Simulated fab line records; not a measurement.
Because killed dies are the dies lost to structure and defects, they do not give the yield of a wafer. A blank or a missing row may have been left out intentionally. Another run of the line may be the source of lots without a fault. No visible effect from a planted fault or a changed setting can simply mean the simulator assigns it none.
fab line records	flow sky130
record: lots: 6	wafers: 18	last-day: 50
route steps=708 shown NWELL@59 PAD_OPEN@708
lots untouched by any fault: they come from a run of this same line in which no faults occurred
start-h: hours from the record's first day to the start of the lot's first wafer shown	wait-h: hours from the lot's prior step to this one	" identical to the entry in the row above	L1.1+2: a single row standing in for several wafers	- no value, or no start was given	* or withheld: withheld	< > ~ a bound
route shown NAME@n: names a module that has steps shown in the file, with the first one's number in the route	usual: mean/standard deviation taken from wafers without a fault	same: alike in all rows	chamber/n: place in a boat	sites: each site's reading	_std_site: their standard deviation	_edge_site: the outer-site mean with the inner-site mean subtracted	radius-mm: for every site, how far away it sits from the centre of the wafer	mask NAME#n: copy n	behind: the tool/chamber that last shaped the wafer	hold: cause of the lot's hold/its duration in hours/its outcome	device: the n, p or np transistor that did not switch	end of line: tests run on the same wafers once the route is complete	step lacking rows: just its recipe	killed: count of dies lost to structure and defects at first sort (not the wafer's yield)	map: a wafer's dies, marking killed ones x, the rest . and places with no die _
set.NAME: the setting that was run; set.NAME@STEP: the one run at that earlier step	model.NAME: the simulator's own value behind a step, which no gauge read
certain route steps with their lots: each step a table, each wafer a row
services: a tool's chamber out of use, with start hour (start-h, from the record's first day; less than 0 if before it), hours out, and reason
== steps ==
step: SKY_NWELL_SOFTBAKE_06
recipe: temp-c: 110	time-s: withheld
step: SKY_NWELL_EXPOSE_07
recipe: mask-id: NWM	na: 0.6	source-shape: conventional	sigma-outer: 0.6	polarization: unpolarized	target-cd-nm: 840	dose-mj: 249.5
step: SKY_NWELL_PEB_08
recipe: temp-c: 115	time-s: withheld
step: SKY_NWELL_DEVELOP_09
recipe: wall-angle-deg: 90	developer: TMAH	develop-time-s: 60	dev-temp-c: 23
step: SKY_NWELL_OVL_MEAS_10
usual: NWELL_00_OVL: -0.5/1.5
lot.wafer	tool	chamber	start-h	wait-h	NWELL_00_OVL[nm]
L113.3	overlay-02	-	83.70	-	-0.8
L113.5	"	-	"	"	-1.5
L113.6	"	-	"	"	-1.2
L115.3	overlay-02	-	98.21	-	-1.9
L115.4	"	-	"	"	-0.4
L115.5	"	-	"	"	-2.2
L123.1	overlay-02	-	154.52	-	-1.4
L123.3	"	-	"	"	-0.6
L123.4	"	-	"	"	-0.9
L124.1	overlay-01	-	175.68	-	-3.4
L124.2	"	-	"	"	-1.6
L124.6	"	-	"	"	-3.2
L129.1	overlay-02	-	189.59	-	0.3
L129.2	"	-	"	"	-0.7
L129.6	"	-	"	"	-0.3
L134.1	overlay-02	-	214.02	-	-1.1
L134.4	"	-	"	"	-1.2
L134.6	"	-	"	"	-1.3
step: SKY_NWELL_IMPLANT_11
recipe: species: P	energy-kev: 400	dose-cm2: 1.9e+13	tilt-deg: withheld
step: SKY_NWELL_IMPLANT_12
recipe: species: P	energy-kev: 120	dose-cm2: 1.3e+12	tilt-deg: withheld
step: SKY_NWELL_IMPLANT_13
recipe: species: P	energy-kev: 50	dose-cm2: 7e+11	tilt-deg: withheld
step: SKY_NWELL_STRIP_14
recipe: chemistry: O2/N2	power-w: 1400	pressure-mtorr: 1500	platen-temp-c: withheld	o2-flow-sccm: 3000	n2-flow-sccm: 300	overash-fraction: 0.5
usual: drypump-motor-current-A: 5.5/0.43	oes-product-au: 0.723/0.0046	strip-time-to-endpoint-s: 36.98/0.11
lot.wafer	tool	chamber	start-h	wait-h	drypump-motor-current-A	oes-product-au	rf-hours-counter-h	strip-time-to-endpoint-s
L113.3	plasma-asher-04	0	84.20	0.1	5.8	0.723	-	36.92
L113.5	"	1	"	"	5.2	0.722	-	36.84
L113.6	"	0	"	"	5.8	0.722	-	36.84
L115.3	plasma-asher-03	1	98.71	0.1	6.2	0.717	-	36.87
L115.4	"	0	"	"	5.3	0.723	-	36.86
L115.5	"	0	"	"	5.3	0.709	-	36.85
L123.1	plasma-asher-03	1	155.01	0.1	6.2	0.720	45	36.93
L123.3	"	0	"	"	5.3	0.727	-	37.00
L123.4	"	1	"	"	6.2	0.728	-	37.02
L124.1	plasma-asher-01	1	176.17	0.1	5.7	0.722	6	36.84
L124.2	"	0	"	"	4.9	0.722	6	36.91
L124.6	"	1	"	"	5.7	0.722	-	36.86
L129.1	plasma-asher-03	1	190.08	0.1	6.2	0.721	48	37.01
L129.2	"	0	"	"	5.3	0.728	48	37.08
L129.6	"	1	"	"	6.2	0.716	-	37.07
L134.1	plasma-asher-01	0	214.51	0.1	4.9	0.726	10	36.83
L134.4	"	1	"	"	5.7	0.724	-	36.77
L134.6	"	1	"	"	5.7	0.719	-	36.89
step: SKY_NWELL_TW_MEAS_15
usual: NWELL_TW: 1815/11
lot.wafer	tool	chamber	start-h	wait-h	NWELL_TW
L113.3	film-metro-04	-	84.29	0.1	1811
L113.5	"	-	"	"	1807
L113.6	"	-	"	"	1808
L115.3	film-metro-02	-	98.80	0.1	1827
L115.4	"	-	"	"	1831
L115.5	"	-	"	"	1830
L123.1	film-metro-01	-	155.12	0.1	1798
L123.3	"	-	"	"	1802
L123.4	"	-	"	"	1798
L124.1	film-metro-01	-	176.27	0.1	1813
L124.2	"	-	"	"	1816
L124.6	"	-	"	"	1811
L129.1	film-metro-02	-	190.18	0.1	1820
L129.2	"	-	"	"	1807
L129.6	"	-	"	"	1821
L134.1	film-metro-02	-	214.61	0.1	1833
L134.4	"	-	"	"	1818
L134.6	"	-	"	"	1831
step: SKY_NWELL_DEHYDRATE_16
recipe: temp-c: 200	time-s: 60
step: SKY_NWELL_HMDS_17
recipe: prime-time-s: 60	prime-temp-c: 120
step: SKY_NWELL_COAT_18
recipe: spin-rpm: 2000	resist-thk-nm: 3000
lot.wafer	tool	chamber	start-h	wait-h	model.coat_of_NWELL_COAT_18.thk-nm
L113.3	litho-track-04	0	91.99	0.1	3007
L113.5	"	0	"	"	3008
L113.6	"	0	"	"	3004
L115.3	litho-track-02	0	106.47	0.1	2991
L115.4+5	"	0	"	"	2994
L123.1	litho-track-01	0	165.43	0.1	3203
L123.3	"	0	"	"	3194
L123.4	"	0	"	"	3202
L124.1	litho-track-01	0	186.13	0.1	3188
L124.2	"	0	"	"	3187
L124.6	"	0	"	"	3184
L129.1	litho-track-02	0	200.87	0.1	3004
L129.2	"	0	"	"	2997
L129.6	"	0	"	"	3006
L134.1	litho-track-04	0	225.24	0.1	3011
L134.4	"	0	"	"	3010
L134.6	"	0	"	"	3019
step: SKY_NWELL_SOFTBAKE_19
recipe: temp-c: 110	time-s: withheld
step: SKY_NWELL_EXPOSE_20
recipe: mask-id: NWM_COMPLEMENT	na: 0.6	source-shape: conventional	sigma-outer: 0.6	polarization: unpolarized	target-cd-nm: 840	dose-mj: 260
step: SKY_NWELL_PEB_21
recipe: temp-c: 115	time-s: withheld
step: SKY_NWELL_DEVELOP_22
recipe: wall-angle-deg: 90	developer: TMAH	develop-time-s: 60	dev-temp-c: 23
usual: developer-temp-C: 22.99/0.1
lot.wafer	tool	chamber	start-h	wait-h	developer-temp-C	model.coat_of_NWELL_COAT_18.thk-nm
L113.3	litho-track-01	0	-	-	22.84	3003
L113.5	"	0	"	"	23.09	3004
L113.6	"	0	"	"	22.95	3000
L115.3	litho-track-02	0	-	-	22.94	2987
L115.4	"	0	"	"	23.02	2990
L115.5	"	0	"	"	23.16	2990
L123.1	litho-track-01	0	-	-	23.08	3199
L123.3	"	0	"	"	23.04	3189
L123.4	"	0	"	"	22.98	3197
L124.1	litho-track-01	0	-	-	22.95	3183
L124.2	"	0	"	"	22.85	3183
L124.6	"	0	"	"	22.88	3180
L129.1	litho-track-02	0	-	-	22.90	2999
L129.2	"	0	"	"	22.98	2993
L129.6	"	0	"	"	22.96	3002
L134.1	litho-track-02	0	-	-	23.06	3007
L134.4	"	0	"	"	23.05	3006
L134.6	"	0	"	"	22.87	3015
step: SKY_NWELL_OVL_MEAS_23
usual: NWELL_01_OVL: -0.5/1.3
lot.wafer	tool	chamber	start-h	wait-h	NWELL_01_OVL[nm]
L113.3	overlay-02	-	100.60	-	-0.7
L113.5	"	-	"	"	-1.2
L113.6	"	-	"	"	-2.3
L115.3	overlay-02	-	115.68	-	-0.1
L115.4	"	-	"	"	0.8
L115.5	"	-	"	"	-0.9
L123.1	overlay-02	-	176.68	-	-0.3
L123.3	"	-	"	"	1.4
L123.4	"	-	"	"	-0.7
L124.1	overlay-01	-	197.28	-	1.7
L124.2	"	-	"	"	0.1
L124.6	"	-	"	"	-0.4
L129.1	overlay-01	-	212.47	-	-0.9
L129.2	"	-	"	"	-2.5
L129.6	"	-	"	"	-2.1
L134.1	overlay-02	-	236.62	-	-0.5
L134.4	"	-	"	"	0.0
L134.6	"	-	"	"	0.0
step: SKY_NWELL_IMPLANT_24
recipe: species: B	energy-kev: 140	dose-cm2: 9.2e+12	tilt-deg: withheld
step: SKY_NWELL_STRIP_25
recipe: chemistry: O2/N2	power-w: 1400	pressure-mtorr: 1500	platen-temp-c: withheld	o2-flow-sccm: 3000	n2-flow-sccm: 300	overash-fraction: 0.5
usual: drypump-motor-current-A: 5.5/0.46	oes-product-au: 0.722/0.0046	strip-time-to-endpoint-s: 36.96/0.11
lot.wafer	tool	chamber	start-h	wait-h	drypump-motor-current-A	oes-product-au	rf-hours-counter-h	strip-time-to-endpoint-s
L113.3	plasma-asher-03	1	100.80	0.1	6.2	0.724	-	36.98
L113.5	"	1	"	"	6.3	0.723	-	37.01
L113.6	"	0	"	"	5.2	0.720	-	36.96
L115.3	plasma-asher-03	1	115.89	0.1	6.2	0.724	-	36.82
L115.4	"	0	"	"	5.2	0.720	-	36.83
L115.5	"	1	"	"	6.2	0.720	-	36.84
L123.1	plasma-asher-01	0	176.87	0.1	4.9	0.728	6	39.23
L123.3	"	0	"	"	4.9	0.723	-	39.11
L123.4	"	1	"	"	5.7	0.725	-	39.21
L124.1	plasma-asher-03	1	197.47	0.1	6.2	0.724	49	39.05
L124.2	"	0	"	"	5.2	0.723	49	39.04
L124.6	"	1	"	"	6.2	0.720	-	39.01
L129.1	plasma-asher-03	0	212.66	0.1	5.3	0.725	50	36.96
L129.2	"	1	"	"	6.2	0.719	50	36.88
L129.6	"	0	"	"	5.2	0.724	-	36.98
L134.1	plasma-asher-04	0	236.81	0.1	5.8	0.723	52	37.04
L134.4	"	1	"	"	5.2	0.714	-	37.02
L134.6	"	0	"	"	5.8	0.719	-	37.14
step: SKY_NWELL_TW_MEAS_26
usual: NWELL_2_TW: 494/3.6
lot.wafer	tool	chamber	start-h	wait-h	NWELL_2_TW
L113.3	film-metro-01	-	100.89	0.1	490
L113.5	"	-	"	"	490
L113.6	"	-	"	"	491
L115.3	film-metro-02	-	115.98	0.1	498
L115.4	"	-	"	"	498
L115.5	"	-	"	"	500
L123.1	film-metro-01	-	176.97	0.1	492
L123.3	"	-	"	"	493
L123.4	"	-	"	"	492
L124.1	film-metro-04	-	197.57	0.1	497
L124.2	"	-	"	"	495
L124.6	"	-	"	"	493
L129.1	film-metro-02	-	212.76	0.1	497
L129.2	"	-	"	"	498
L129.6	"	-	"	"	500
L134.1	film-metro-04	-	236.91	0.1	497
L134.4	"	-	"	"	493
L134.6	"	-	"	"	497
step: SKY_PAD_OPEN_PROBE_99
usual: killed_at_M0_to_M3: 44/6.2	killed_at_M4_up: 3.3/1.8	killed-at-contacts: 25/5.8	killed-at-front-end: 15/4	killed-at-other: 0.3/0.49	killed-dies: 88/8.8	killed-open: 48/6.5	killed-short: 39/6.3
same: gross-dies: 492	killed-at-back-side: 0
lot.wafer	tool	chamber	start-h	wait-h	killed_at_M0_to_M3	killed_at_M4_up	killed-at-contacts	killed-at-front-end	killed-at-other	killed-dies	killed-open	killed-short
L115.3	prober-02	-	1092.81	0.2	52	4	28	18	1	103	62	41
L115.4	prober-02	-	1092.86	0.2	35	1	28	17	0	81	50	31
L115.5	prober-02	-	1092.91	0.2	48	7	27	17	1	100	60	40
L124.1	prober-01	-	1171.59	0.1	47	3	31	12	0	93	51	41
L124.2	prober-01	-	1171.64	0.1	51	2	22	13	1	89	47	42
L124.6	prober-01	-	1171.84	0.2	42	1	28	8	0	79	49	28
killed by level:class
L115.3 VIA1:geometric-particle:open=13 LI_CONTACT:geometric-particle:open=10 CONTACT:geometric-particle:open=10 METAL1:geometric-particle:short=9 VIA3:geometric-particle:open=8 POLY_GATE:geometric-particle:open=6 VIA2:geometric-particle:open=6 POLY_GATE:geometric-particle:short=4
L115.4 CONTACT:geometric-particle:open=17 LI_CONTACT:geometric-particle:open=7 METAL2:geometric-particle:short=6 VIA2:geometric-particle:open=6 FIELD_ISO:geometric-particle:short=5 FIELD_ISO:geometric-particle:open=5 VIA3:geometric-particle:open=5 POLY_GATE:geometric-particle:short=4
L115.5 CONTACT:geometric-particle:open=17 VIA1:geometric-particle:open=10 VIA2:geometric-particle:open=9 VIA3:geometric-particle:open=7 METAL1:geometric-particle:short=6 FIELD_ISO:geometric-particle:short=4 POLY_GATE:geometric-particle:short=4 METAL4:geometric-particle:short=4
L124.1 VIA1:geometric-particle:open=12 CONTACT:geometric-particle:open=11 VIA3:geometric-particle:open=9 LI_CONTACT:geometric-particle:open=8 CONTACT:geometric-particle:short=5 METAL2:geometric-particle:short=5 VIA2:geometric-particle:open=4 METAL1:geometric-particle:short=4
L124.2 VIA2:geometric-particle:open=10 VIA1:geometric-particle:open=8 VIA3:geometric-particle:open=8 METAL2:geometric-particle:short=7 FIELD_ISO:geometric-particle:short=6 CONTACT:geometric-particle:open=6 LOCAL_INTERCONNECT:geometric-particle:short=5 CONTACT:geometric-particle:short=4
L124.6 CONTACT:geometric-particle:open=9 VIA1:geometric-particle:open=9 CONTACT:geometric-particle:short=8 VIA2:geometric-particle:open=8 VIA3:geometric-particle:open=7 LI_CONTACT:geometric-particle:open=6 METAL2:geometric-particle:short=5 FIELD_ISO:geometric-particle:open=4
== services ==
tool	chamber	start-h	hours	kind
plasma-asher-03	-	77.61	0.5	repair
plasma-asher-01	-	108.75	9.0	pm
plasma-asher-01	0	108.75	9.0	vent-cycle
plasma-asher-01	1	108.75	9.0	vent-cycle
plasma-asher-01	0	117.75	-	clean
plasma-asher-01	1	117.75	-	clean
litho-track-04	-	201.27	-	consumable-replace:filter
plasma-asher-04	-	207.68	24.5	repair
litho-track-04	-	232.29	-	consumable-replace:filter
== key ==
first-sign: step: SKY_NWELL_STRIP_25	reading: strip-time-to-endpoint-s	direction: up	sigmas: 20	usual: *	struck: *
effect none on later readings
model-effect: step: SKY_NWELL_COAT_18	value: coat_of_NWELL_COAT_18.thk-nm	without: 3012	struck: 3193
model-effect: step: SKY_NWELL_DEVELOP_22	value: coat_of_NWELL_COAT_18.thk-nm	without: 3008	struck: 3189
met-at SKY_NWELL_COAT_18
struck-wafers L123.1,L123.3,L123.4,L124.1,L124.2,L124.6
tester-left-out L123,L124
also-fits SKY_NWELL_DEVELOP_22:litho-track-01
fault: kind: process-parameter-drift	tool: litho-track-01	chamber: -	onset-h: 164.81	steps: SKY_NWELL_COAT_18	channel: resist-thk-nm	offset: 180.37	shape: step	end-h: 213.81	acts-in: these-recipes-only	stated: 3000
tester-left-out: of these lots the tester's yield and bins aren't shown, on N5 and GAA mostly nor the transistor test; their killed dies are dies lost to structure and defects alone, not to doping, threshold or leakage, so they don't give the yield
